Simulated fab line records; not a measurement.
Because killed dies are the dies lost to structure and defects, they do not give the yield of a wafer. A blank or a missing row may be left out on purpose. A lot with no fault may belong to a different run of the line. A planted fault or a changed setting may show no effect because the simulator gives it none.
Which tool did it? + flow gf180mcu + Sampling: 11 lots, 33 wafers, 5 of 602 route steps

== WHAT EACH GAUGE READ, for each wafer ==
GF_V5_CD_MEAS_14 targets a cd of 260 nm. Usual: 259.9 nm for cd_nm, sd 1.2.
| lot  | measured     | on        | cd_nm (nm)        | flag |
|------|--------------|-----------|-------------------|------|
| L370 | day 27 15:29 | cd_sem-01 | 260.4 260.1 260.3 |      |
| L371 | day 28 01:37 | cd_sem-02 | 259.0 258.0 260.6 |      |
| L374 | day 28 17:05 | cd_sem-02 | 261.1 260.3 261.7 |      |
| L377 | day 29 14:46 | cd_sem-01 | 259.9 258.9 259.6 |      |
| L380 | day 30 07:43 | cd_sem-01 | 263.5 260.6 260.1 |      |
| L387 | day 32 08:54 | cd_sem-01 | 258.0 259.0 257.4 |      |
| L388 | day 32 15:02 | cd_sem-01 | 261.8 259.8 259.6 |      |
| L389 | day 33 02:34 | cd_sem-02 | 258.6 259.6 259.4 |      |
| L391 | day 33 10:13 | cd_sem-01 | 262.1 260.5 261.7 |      |
| L390 | day 33 11:13 | cd_sem-01 | 260.3 259.1 260.4 |      |
| L392 | day 33 18:32 | cd_sem-02 | 257.5 258.0 259.1 |      |

GF_PASSIVATION_THK_MEAS_01. Usual: PASSIVATION_CVD_00_THK gives 996 nm (standard deviation 11).
| lot  | measured     | on            | PASSIVATION_CVD_00_THK (nm) | flag |
|------|--------------|---------------|-----------------------------|------|
| L370 | day 28 13:46 | film_metro-01 | 985 1007 995                |      |
| L371 | day 28 23:46 | film_metro-04 | 992 987 997                 |      |
| L374 | day 29 15:14 | film_metro-03 | 991 999 998                 |      |
| L377 | day 30 11:57 | film_metro-04 | 546 556 1012 546 556 1012   | OFF  |
| L380 | day 31 04:31 | film_metro-03 | 534 980 1004 534 980 1004   | OFF  |
| L387 | day 33 03:23 | film_metro-03 | 1018 1010 1011              |      |
| L388 | day 33 09:19 | film_metro-04 | 990 991 1011                |      |
| L389 | day 33 20:11 | film_metro-03 | 989 992 983                 |      |
| L391 | day 34 03:39 | film_metro-04 | 1007 989 1020               |      |
| L390 | day 34 05:39 | film_metro-04 | 994 991 1010                |      |
| L392 | day 34 12:02 | film_metro-04 | 991 988 992                 |      |

== EACH LOT AND THE TOOL THAT RAN IT (in order: tool; ch and the chambers of the sampled wafers; start) ==
| lot  | GF_V5_SPUTTER_21             | GF_TOP_METAL_SPUTTER_00      | GF_PASSIVATION_CVD_00           |
|------|------------------------------|------------------------------|---------------------------------|
| L370 | pvd_sputter-01, day 27 16:19 | pvd_sputter-03, day 27 17:01 | pecvd-03 ch 0,1, day 28 13:41   |
| L371 | pvd_sputter-02, day 28 02:26 | pvd_sputter-01, day 28 03:08 | pecvd-01 ch 1,2, day 28 23:40   |
| L374 | pvd_sputter-01, day 28 17:55 | pvd_sputter-01, day 28 18:37 | pecvd-03 ch 0,1, day 29 15:08   |
| L377 | pvd_sputter-02, day 29 15:40 | pvd_sputter-01, day 29 16:21 | pecvd-03 ch 0,2, day 30 11:51   |
| L380 | pvd_sputter-02, day 30 08:59 | pvd_sputter-04, day 30 09:40 | pecvd-03 ch 0,1,2, day 31 04:26 |
| L387 | pvd_sputter-01, day 32 09:43 | pvd_sputter-03, day 32 10:23 | pecvd-01 ch 0,1,2, day 33 03:19 |
| L388 | pvd_sputter-01, day 32 15:52 | pvd_sputter-04, day 32 16:34 | pecvd-03 ch 0,1,2, day 33 09:13 |
| L389 | pvd_sputter-02, day 33 03:25 | pvd_sputter-01, day 33 04:07 | pecvd-01 ch 0,1,2, day 33 20:06 |
| L391 | pvd_sputter-01, day 33 11:06 | pvd_sputter-04, day 33 11:47 | pecvd-03 ch 0,1,2, day 34 03:34 |
| L390 | pvd_sputter-01, day 33 12:06 | pvd_sputter-01, day 33 12:54 | pecvd-04 ch 0,1, day 34 05:35   |
| L392 | pvd_sputter-01, day 33 19:23 | pvd_sputter-03, day 33 20:05 | pecvd-01 ch 0,1,2, day 34 11:58 |
- GF_V5_SPUTTER_21: material Ti, target thk 15 nm, time 80.02 s.
- GF_TOP_METAL_SPUTTER_00: material Ti, target thk 37.5 nm, time 150 s.
- GF_PASSIVATION_CVD_00: deposits SiO2 from TEOS, target thk 1000 nm, time 111.95 s.

== AS READ BY THE TOOLS THEMSELVES (means over the sampled wafers that have a number; for cases with no such wafer, the mark the record gives instead) ==
GF_V5_SPUTTER_21. Usual: 30.2 % for throttle_valve_pct, sd 1.3.
| lot  | tool           | throttle_valve_pct (%) | flag |
|------|----------------|------------------------|------|
| L370 | pvd_sputter-01 | 29.2                   |      |
| L371 | pvd_sputter-02 | 30.2                   |      |
| L374 | pvd_sputter-01 | 30.7                   |      |
| L377 | pvd_sputter-02 | 30.3                   |      |
| L380 | pvd_sputter-02 | 29.9                   |      |
| L387 | pvd_sputter-01 | 29.3                   |      |
| L388 | pvd_sputter-01 | 29.4                   |      |
| L389 | pvd_sputter-02 | 29.7                   |      |
| L391 | pvd_sputter-01 | 29.8                   |      |
| L390 | pvd_sputter-01 | 30.5                   |      |
| L392 | pvd_sputter-01 | 29.8                   |      |

GF_TOP_METAL_SPUTTER_00. Usual: 29.8 % for throttle_valve_pct, sd 1.5.
| lot  | tool           | throttle_valve_pct (%) | flag |
|------|----------------|------------------------|------|
| L370 | pvd_sputter-03 | 30.7                   |      |
| L371 | pvd_sputter-01 | 30.8                   |      |
| L374 | pvd_sputter-01 | 30.4                   |      |
| L377 | pvd_sputter-01 | 30.6                   |      |
| L380 | pvd_sputter-04 | 28.7                   |      |
| L387 | pvd_sputter-03 | 29.7                   |      |
| L388 | pvd_sputter-04 | 28.7                   |      |
| L389 | pvd_sputter-01 | 30.7                   |      |
| L391 | pvd_sputter-04 | 28.1                   |      |
| L390 | pvd_sputter-01 | 28.7                   |      |
| L392 | pvd_sputter-03 | 30.2                   |      |

GF_PASSIVATION_CVD_00. Usual: 634 W for heater_power_w, sd 83.
| lot  | tool     | heater_power_w (W) | flag |
|------|----------|--------------------|------|
| L370 | pecvd-03 | 587                |      |
| L371 | pecvd-01 | 624                |      |
| L374 | pecvd-03 | 646                |      |
| L377 | pecvd-03 | 567                |      |
| L380 | pecvd-03 | 574                |      |
| L387 | pecvd-01 | 676                |      |
| L388 | pecvd-03 | 570                |      |
| L389 | pecvd-01 | 689                |      |
| L391 | pecvd-03 | 640                |      |
| L390 | pecvd-04 | 693                |      |
| L392 | pecvd-01 | 709                |      |

== THE ANSWER, worked out from the rows above alone ==
Rule: lot off if the mean of its wafers having a number is beyond 3 standard deviations from the usual mean. Also off: a lot with no number at a reading for which 4 or more lots have one. Any other lot the step has rows for is counted as sound. The gauges are gone through in route order, then the tools' own readings, and for those a lot's mean is taken as printed above. The first step at which some lot is off is used, and at that step the reading that is off furthest; a lot without a number counts as furthest.
Off: L377, L380, seen at GF_PASSIVATION_THK_MEAS_01 (PASSIVATION_CVD_00_THK).
A tool fits if, at a process step before that reading, it ran every lot that is off, and no sound lot after the first of them. Gauges at GF_PASSIVATION_THK_MEAS_01: tried the same way as those tools. None of those tried fits.

== WHAT THE SIMULATOR HAD INSERTED ==
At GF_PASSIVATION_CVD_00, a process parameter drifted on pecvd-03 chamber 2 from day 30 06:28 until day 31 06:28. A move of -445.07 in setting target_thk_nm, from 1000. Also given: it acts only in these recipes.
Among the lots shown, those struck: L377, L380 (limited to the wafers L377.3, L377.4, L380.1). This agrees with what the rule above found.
